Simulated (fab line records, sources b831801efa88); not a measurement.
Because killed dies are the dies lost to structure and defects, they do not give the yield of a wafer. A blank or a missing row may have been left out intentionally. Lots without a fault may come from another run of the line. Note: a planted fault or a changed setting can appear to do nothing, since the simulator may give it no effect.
Which tool did it? ; flow gf180mcu ; 38 wafers from 13 lots sampled at 7 of the route's 602 steps

## WHAT THE GAUGES SHOWED, per wafer
GF_POLY_GATE_OVL_MEAS_11. Usual: POLY_GATE_OVL typically reads -1 nm, with standard deviation 5.9.
lot;measured;on;POLY_GATE_OVL (nm);flag
L182;day 9 18:57;overlay-01;1 2 4;
L183;day 10 02:04;overlay-02;5 -5 -1;
L184;day 10 11:36;overlay-02;-6 -5 4;
L186;day 10 20:41;overlay-02;-13 -1 -6;
L187;day 11 07:19;overlay-01;-4 -9 1;
L189;day 11 13:48;overlay-01;1 -3 -1;
L194;day 12 22:07;overlay-01;-4 -8 -3;
L195;day 13 07:00;overlay-01;9 1 6;
L196;day 13 16:28;overlay-02;-3 -7 3;
L200;day 14 20:34;overlay-02;3 -4 2;
L201;day 15 04:51;overlay-01;6 11 9;
L203;day 15 13:12;overlay-01;-2 -6;
L204;day 15 16:19;overlay-02;-2 0 1;

GF_POLY_GATE_THK_MEAS_17. Usual: POLY_GATE_OXIDATION_THK typically reads 4.04 nm, with standard deviation 0.075.
lot;measured;on;POLY_GATE_OXIDATION_THK (nm);flag
L182;day 10 00:51;film_metro-03;3.92 4.03 4.03;
L183;day 10 10:31;film_metro-03;4.00 4.09 3.99;
L184;day 10 20:20;film_metro-03;4.05 4.07 4.08;
L186;day 11 00:52;film_metro-03;4.13 4.13 4.06;
L187;day 11 08:52;film_metro-03;4.02 4.11 4.07;
L189;day 11 15:21;film_metro-02;4.21 4.17 4.20;
L194;day 13 02:08;film_metro-02;4.03 4.08 4.05;
L195;day 13 09:20;film_metro-02;4.05 3.96 4.02;
L196;day 13 18:00;film_metro-02;3.96 3.96 3.94;
L200;day 14 22:08;film_metro-03;3.98 4.01 4.05;
L201;day 15 08:07;film_metro-03;3.94 3.90 3.95;
L203;day 15 14:47;film_metro-03;4.04 4.00;
L204;day 15 17:53;film_metro-03;4.04 3.96 3.97;

GF_HV_LDD_CD_MEAS_19: target cd 400 nm. Usual: cd_nm at 400.2 nm, with a standard deviation of 2.5.
lot;measured;on;cd_nm (nm);flag
L182;day 11 12:02;cd_sem-01;398.8 398.9 399.1;
L183;day 11 22:17;cd_sem-02;402.0 403.0 403.5;
L184;day 12 08:59;cd_sem-02;403.8 406.1 403.2;
L186;day 12 14:02;cd_sem-02;397.8 397.2 399.3;
L187;day 12 21:38;cd_sem-01;400.8 399.8 399.8;
L189;day 13 05:23;cd_sem-02;401.1 402.2 402.5;
L194;day 14 19:14;cd_sem-02;- - -;OFF
L195;day 15 04:02;cd_sem-02;- - -;OFF
L196;day 15 13:24;cd_sem-02;- - -;OFF
L200;day 16 18:20;cd_sem-02;398.0 398.9 400.0;
L201;day 17 03:32;cd_sem-02;399.9 400.0 402.6;
L203;day 17 11:53;cd_sem-02;399.4 400.7;
L204;day 17 14:32;cd_sem-01;401.8 402.4 402.2;

GF_HV_LDD_OVL_MEAS_32. Usual: HV_LDD_02_OVL typically reads -0.2 nm, with standard deviation 1.8.
lot;measured;on;HV_LDD_02_OVL (nm);flag
L182;day 12 07:07;overlay-02;-1.3 -1.3 -2.5;
L183;day 12 17:51;overlay-02;-1.3 -1.5 0.6;
L184;day 13 04:10;overlay-02;1.9 1.2 2.8;
L186;day 13 08:51;overlay-01;1.4 0.2 3.4;
L187;day 13 17:43;overlay-01;-1.4 -3.8 -1.5;
L189;day 14 01:49;overlay-01;1.4 3.1 1.0;
L194;day 15 16:49;overlay-02;-0.6 -0.8 -1.5;
L195;day 16 02:21;overlay-01;-0.5 -1.6 -1.7;
L196;day 16 11:53;overlay-02;0.3 1.2 2.5;
L200;day 17 17:46;overlay-02;-3.6 -2.1 -3.0;
L201;day 18 02:33;overlay-01;-2.3 -2.8 0.6;
L203;day 18 11:00;overlay-02;-1.6 -2.6;
L204;day 18 14:25;overlay-02;1.6 2.5 0.8;

GF_HV_LDD_TW_MEAS_38. Usual: HV_LDD_3_TW typically reads 1427, with standard deviation 5.7.
lot;measured;on;HV_LDD_3_TW;flag
L182;day 12 07:52;film_metro-04;1436 1428 1429;
L183;day 12 18:35;film_metro-04;1434 1435 1431;
L184;day 13 04:53;film_metro-04;1439 1425 1437;
L186;day 13 09:35;film_metro-04;1425 1428 1431;
L187;day 13 18:28;film_metro-04;1436 1431 1437;
L189;day 14 02:32;film_metro-01;1425 1430 1424;
L194;day 15 17:34;film_metro-01;1577 1580 1574 1581 1570 1580;OFF
L195;day 16 03:05;film_metro-02;1589 1575 1585 1591 1584 1588;OFF
L196;day 16 12:37;film_metro-04;1582 1581 1585 1582 1574 1585;OFF
L200;day 17 18:31;film_metro-01;1415 1417 1430;
L201;day 18 03:17;film_metro-01;1421 1422 1425;
L203;day 18 11:44;film_metro-02;1421 1420;
L204;day 18 15:10;film_metro-04;1429 1436 1424;

GF_HV_LDD_TW_MEAS_50. Usual: HV_LDD_4_TW typically reads 564.9, with standard deviation 2.7.
lot;measured;on;HV_LDD_4_TW;flag
L182;day 13 02:44;film_metro-01;561.7 562.3 560.7;
L183;day 13 13:47;film_metro-04;566.1 564.7 568.9;
L184;day 14 00:50;film_metro-04;569.1 569.9 569.1;
L186;day 14 06:20;film_metro-01;563.2 567.0 567.4;
L187;day 14 15:46;film_metro-01;566.5 563.3 564.5;
L189;day 15 00:38;film_metro-02;564.1 564.1 567.6;
L194;day 16 16:01;film_metro-04;1094.3 1094.6 1093.2 1098.3 1100.9 1090.6;OFF
L195;day 17 01:35;film_metro-01;1097.3 1092.1 1092.4 1089.3 1092.0 1093.1;OFF
L196;day 17 11:54;film_metro-02;1083.1 1088.0 1086.6 1093.4 1088.6 1087.7;OFF
L200;day 18 18:22;film_metro-02;564.5 562.9 562.9;
L201;day 19 03:17;film_metro-04;568.4 566.5 569.3;
L203;day 19 12:29;film_metro-04;570.5 567.4;
L204;day 19 14:49;film_metro-02;561.9 561.2 563.2;

## WHAT TOOL EACH LOT RAN ON (gives the tool, then ch and the chambers of the sampled wafers, and finally the start)
lot;GF_HV_LDD_COAT_14
L182;litho_track-04 ch 0, day 11 02:59
L183;litho_track-01 ch 0, day 11 12:26
L184;litho_track-01 ch 0, day 11 23:32
L186;litho_track-02 ch 0, day 12 04:41
L187;litho_track-04 ch 0, day 12 12:50
L189;litho_track-02 ch 0, day 12 19:41
L194;litho_track-01, day 14 08:46
L195;litho_track-02, day 14 16:56
L196;litho_track-04, day 15 02:28
L200;litho_track-02 ch 0, day 16 06:57
L201;litho_track-02 ch 0, day 16 16:17
L203;litho_track-04 ch 0, day 17 00:05
L204;litho_track-04 ch 0, day 17 03:01
- GF_HV_LDD_COAT_14: resist thk 1000 nm.

## AS READ BY THE TOOLS THEMSELVES (means over the sampled wafers that have a number; for cases with no such wafer, the mark the record gives instead)
GF_HV_LDD_COAT_14. Usual: chill_plate_temp_C 23.01 C, standard deviation 0.11; dispense_pressure_kPa 51.1 kPa, standard deviation 1.3.
lot;tool;chill_plate_temp_C (C);dispense_pressure_kPa (kPa);flag
L182;litho_track-04;23.07;51.8;
L183;litho_track-01;22.93;52.5;
L184;litho_track-01;22.98;52.4;
L186;litho_track-02;23.07;49.4;
L187;litho_track-04;23.04;51.8;
L189;litho_track-02;23.08;49.4;
L194;litho_track-01;-;-;OFF
L195;litho_track-02;-;-;OFF
L196;litho_track-04;-;-;OFF
L200;litho_track-02;22.99;49.4;
L201;litho_track-02;23.06;49.4;
L203;litho_track-04;22.91;51.8;
L204;litho_track-04;22.92;51.8;

## THE ANSWER, worked out from the rows above alone
Rule: a lot is off if the mean of its wafers that have a number lies more than 3 standard deviations from the usual mean. A lot without any number at a reading at which 4 lots or more have one is off too. All remaining lots with rows at the step are treated as sound. The gauges are gone through in route order, then the tools' own readings, and for those a lot's mean is taken as printed above. At the first step where some lot is off, the reading lying furthest off is the one used; lots without a number count as furthest.
Off: L194, L195, L196 (GF_HV_LDD_CD_MEAS_19, cd_nm). Without a number there: L194, L195, L196.
If a tool, at a process step before that reading, ran all the lots that are off and no sound lot after the first of them, it fits. Not tried: the gauges at GF_HV_LDD_CD_MEAS_19; whatever is off there is also off at GF_HV_LDD_TW_MEAS_38, on other tools, and gauge error can't account for it. Of those tried, none fits.

## WHAT HAD BEEN PUT IN BY THE SIMULATOR
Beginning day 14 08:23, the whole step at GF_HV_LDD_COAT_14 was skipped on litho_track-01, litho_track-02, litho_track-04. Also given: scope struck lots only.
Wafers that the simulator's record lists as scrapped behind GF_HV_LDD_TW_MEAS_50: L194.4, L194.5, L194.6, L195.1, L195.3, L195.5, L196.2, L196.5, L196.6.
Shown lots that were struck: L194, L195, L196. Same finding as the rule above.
